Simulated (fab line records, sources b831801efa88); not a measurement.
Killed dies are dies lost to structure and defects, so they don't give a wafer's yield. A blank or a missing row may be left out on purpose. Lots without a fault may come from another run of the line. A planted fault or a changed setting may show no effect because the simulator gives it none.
Which tool did it? | flow sky130 | 11 lots, 33 wafers sampled, at 3 steps of a route of 708

WHAT THE GAUGES READ, wafer by wafer
SKY_VIA4_BOW_MEAS_03.
lot  | measured     | on            | VIA4_BOW (um)
L804 | day 42 02:07 | film_metro-03 | 63 88 81
L805 | day 42 13:43 | film_metro-01 | 80 80 75
L806 | day 42 15:27 | film_metro-02 | 91 99 94
L810 | day 43 19:32 | film_metro-03 | 79 78 84
L813 | day 44 22:20 | film_metro-03 | 77 64 74
L818 | day 46 00:49 | film_metro-01 | 79 90 84
L819 | day 46 01:14 | film_metro-01 | 146 139 136
L816 | day 46 05:56 | film_metro-01 | 137 148 139
L821 | day 46 11:41 | film_metro-03 | 68 80 86
L825 | day 47 12:10 | film_metro-01 | 98 83 82
L826 | day 47 16:19 | film_metro-03 | 95 76 84

WHICH TOOL RAN EACH LOT (tool, then ch and the chambers of the sampled wafers, then the start)
lot  | SKY_METAL4_ETCH_17                 | SKY_VIA4_CMP_02
L804 | rie_diel-01 ch 0,1, day 42 00:46   | cmp-02 ch 0,1,2, day 42 01:50
L805 | rie_diel-01 ch 0,1,3, day 42 12:19 | cmp-02 ch 0,3, day 42 13:28
L806 | rie_diel-01 ch 2,3, day 42 14:04   | cmp-02 ch 0,1, day 42 15:08
L810 | rie_diel-03 ch 1,2,3, day 43 18:10 | cmp-01 ch 2,3, day 43 19:14
L813 | rie_diel-01 ch 0,3, day 44 20:56   | cmp-01 ch 2,3, day 44 22:01
L818 | rie_diel-02 ch 0,1,3, day 45 23:26 | cmp-01 ch 0,1,2, day 46 00:34
L819 | rie_diel-01 ch 0,2, day 45 23:47   | cmp-01 ch 0,2,3, day 46 01:01
L816 | rie_diel-02 ch 1,2,3, day 46 04:19 | cmp-01 ch 0,2,3, day 46 05:40
L821 | rie_diel-03 ch 0,1,2, day 46 10:13 | cmp-02 ch 0,1,3, day 46 11:26
L825 | rie_diel-01 ch 1,2, day 47 10:49   | cmp-01 ch 0,1,3, day 47 11:53
L826 | rie_diel-03 ch 0,2,3, day 47 14:58 | cmp-01 ch 0,1,2, day 47 16:05
- SKY_METAL4_ETCH_17: etches SiO2 in C4F8/O2/Ar, stops on TiN, time 3.9 s, target depth 15 nm.
- SKY_VIA4_CMP_02: polishes SiO2.

THE ANSWER, worked out from the rows above alone
Rule: what is usual is taken from the lots themselves. Put in order of their means at a reading, lots are off if they are a third of the lots or fewer, leave a main group of 4 or more, and stand apart from it by a gap of 3 or more times the standard deviation of the main group's means; of several such gaps the widest counts. A main group whose means are all the same, to the digits that the tables above print for the reading, isn't used. A lot without any number at a reading at which 4 lots or more have one is off too. The other lots that the step has rows for count as sound.
Off: L819, L816, at SKY_VIA4_BOW_MEAS_03 (VIA4_BOW). The main group: mean 82 um, standard deviation 6.4.
A tool fits if, at a process step before that reading, it ran every lot that is off, and no sound lot after the first of them. The gauges at SKY_VIA4_BOW_MEAS_03 are tried like those tools. None of those tried fits.

WHAT THE SIMULATOR HAD PUT IN
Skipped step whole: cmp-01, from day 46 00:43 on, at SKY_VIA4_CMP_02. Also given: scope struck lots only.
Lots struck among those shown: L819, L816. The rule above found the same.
